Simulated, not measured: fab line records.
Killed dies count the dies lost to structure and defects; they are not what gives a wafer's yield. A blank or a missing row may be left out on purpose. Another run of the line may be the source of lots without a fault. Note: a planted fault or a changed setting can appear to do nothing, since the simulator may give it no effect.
Comparing a struck lot with a sound one :: flow gf180mcu :: 26 steps out of a route of 602
Sound: these wafers, L916.1, L916.2, L916.5. Struck: wafer L923.1 (left out: L923.2, L923.5 of the same lot, which were not struck); the cause appears at the end.
Each step with rows lists, per side, the tool, then ch with its chambers, then its first start. Under that, the readings that differ: sound wafers :: struck wafers :: difference of the means :: sigmas: that difference in standard deviations of wafers without a fault.
alike: readings with means less than 2 such deviations apart, plus words and numbers identical on both sides. not compared: withheld readings, readings lacking a value on some wafer, bounds such as >300 that could conceal the same value, and numbers that have no deviation in the record and whose values overlap.
A row with sigmas, a row that says differs or no value, or rows on one side alone: a step with any of these is where the two part. Numbers that have no deviation but don't overlap get no sigmas and don't part them. Lack of a reading on every wafer of one side parts them only where that side has two or more wafers.

first, 6 steps without rows for these wafers: GF_TOP_METAL_HMDS_08 (prime time 60 s); GF_TOP_METAL_COAT_09 (resist thk 1500 nm); GF_TOP_METAL_SOFTBAKE_10 (time 60 s); GF_TOP_METAL_EXPOSE_11 (exposes mask MetalTop, target cd 440 nm); GF_TOP_METAL_PEB_12; GF_TOP_METAL_DEVELOP_13 (develop time 60 s).
GF_TOP_METAL_CD_MEAS_14: target cd 440 nm.
  sound on cdSem-02, day 27 23:31; struck on cdSem-01, day 30 14:28
  alike: cdNm
GF_TOP_METAL_OVL_MEAS_15:
  sound on overlay-02, day 27 23:40; struck on overlay-02, day 30 14:35
  alike: TOP_METAL_OVL
GF_TOP_METAL_METAL_ETCH_16: etches the open film in Cl2/BCl3, stops on SiO2, target depth 1077.5 nm, time 179.6 s.
  sound on rieMetal-01 ch 1, day 27 23:41; struck on rieMetal-03 ch 1, day 30 14:38
  alike: drypumpMotorCurrentA, oesProductAu, rfFwdPowerW, throttleValvePct
  not compared: rfHoursCounterH
GF_TOP_METAL_STRIP_17: strips in O2/N2.
  sound on plasmaAsher-02 ch 0,1, day 28 00:02; struck on plasmaAsher-04 ch 0, day 30 14:48
  alike: drypumpMotorCurrentA, heaterPowerW, oesProductAu, stripTimeToEndpointS
  not compared: rfHoursCounterH
then, 2 steps without rows for these wafers: GF_TOP_METAL_STRIP_18 (strips in post etch residue remover, time 1200 s); GF_TOP_METAL_CLEAN_19 (cleans in DIW).
GF_PASSIVATION_CVD_00: deposits SiO2 from TEOS, target thk 1000 nm, time 111.95 s.
  sound on pecvd-02 ch 0,2, day 28 00:44; struck on pecvd-02 ch 0, day 30 15:21
reading: runLengthS (s)
sound: 140.0 140.1 140.0
struck: 153.7
difference: +13.7
sigmas: +28

reading: model.SiO2_of_PASSIVATION_CVD_00.thkNm (nm)
sound: 978.7 983.6 995.8
struck: 1105
difference: +119
sigmas: 
  alike: heaterPowerW, rfFwdPowerW
GF_PASSIVATION_THK_MEAS_01:
  sound on filmMetro-04, day 28 00:49; struck on filmMetro-04, day 30 15:28
reading: PASSIVATION_CVD_00_THK (nm)
sound: 979 983 996
struck: 1105
difference: +119
sigmas: +9
GF_PASSIVATION_CVD_02: deposits Si3N4, target thk 700 nm, time 486.18 s.
  sound on pecvd-04 ch 0,1,2, day 28 00:53; struck on pecvd-04 ch 2, day 30 15:31
  alike: heaterPowerW, rfFwdPowerW, runLengthS
GF_PASSIVATION_THK_MEAS_03:
  sound on filmMetro-02, day 28 01:10; struck on filmMetro-02, day 30 15:48
  alike: PASSIVATION_CVD_02_THK
then, 7 steps without rows for these wafers: GF_PASSIVATION_DEHYDRATE_04 (time 60 s); GF_PASSIVATION_HMDS_05 (prime time 60 s); GF_PASSIVATION_COAT_06 (resist thk 4000 nm); GF_PASSIVATION_SOFTBAKE_07; GF_PASSIVATION_EXPOSE_08 (exposes mask Pad, target cd 40000 nm); GF_PASSIVATION_PEB_09; GF_PASSIVATION_DEVELOP_10 (develop time 60 s).
GF_PASSIVATION_ETCH_11: etches the open film in CF4/O2, stops on TiN, target depth 1800 nm, time 400 s.
  sound on rieDiel-01 ch 0,1,2, day 28 20:04; struck on rieDiel-02 ch 3, day 31 08:57
reading: oesProductAu (a.u.)
sound: 0.957 0.955 0.964
struck: 0.990
difference: +0.031
sigmas: +5

reading: model.etch.depthNm (nm)
sound: 1677 1674 1700
struck: 1795
difference: +111
sigmas: 

reading: model.PASSIVATION.featureDepthNm (nm)
sound: 1677 1674 1700
struck: 1795
difference: +111
sigmas: 
  alike: O2_flow_sccm, drypumpMotorCurrentA, rfFwdPowerW, throttleValvePct
  not compared: rfHoursCounterH
GF_PASSIVATION_STRIP_12: strips in O2/N2.
  sound on plasmaAsher-02 ch 0,1, day 28 20:19; struck on plasmaAsher-03 ch 0, day 31 09:11
  alike: drypumpMotorCurrentA, heaterPowerW, oesProductAu, stripTimeToEndpointS
  not compared: rfHoursCounterH
after that, 1 step had no rows for these wafers: GF_PASSIVATION_PROBE_99.

## WHERE THEY PART
At GF_PASSIVATION_CVD_00 first; at GF_PASSIVATION_ETCH_11 last (within this record only). Later steps at which nothing parts them and some readings are alike: GF_PASSIVATION_STRIP_12.

WHY: what the simulator had put in
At GF_PASSIVATION_CVD_00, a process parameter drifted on pecvd-02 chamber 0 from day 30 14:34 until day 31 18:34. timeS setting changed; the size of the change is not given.
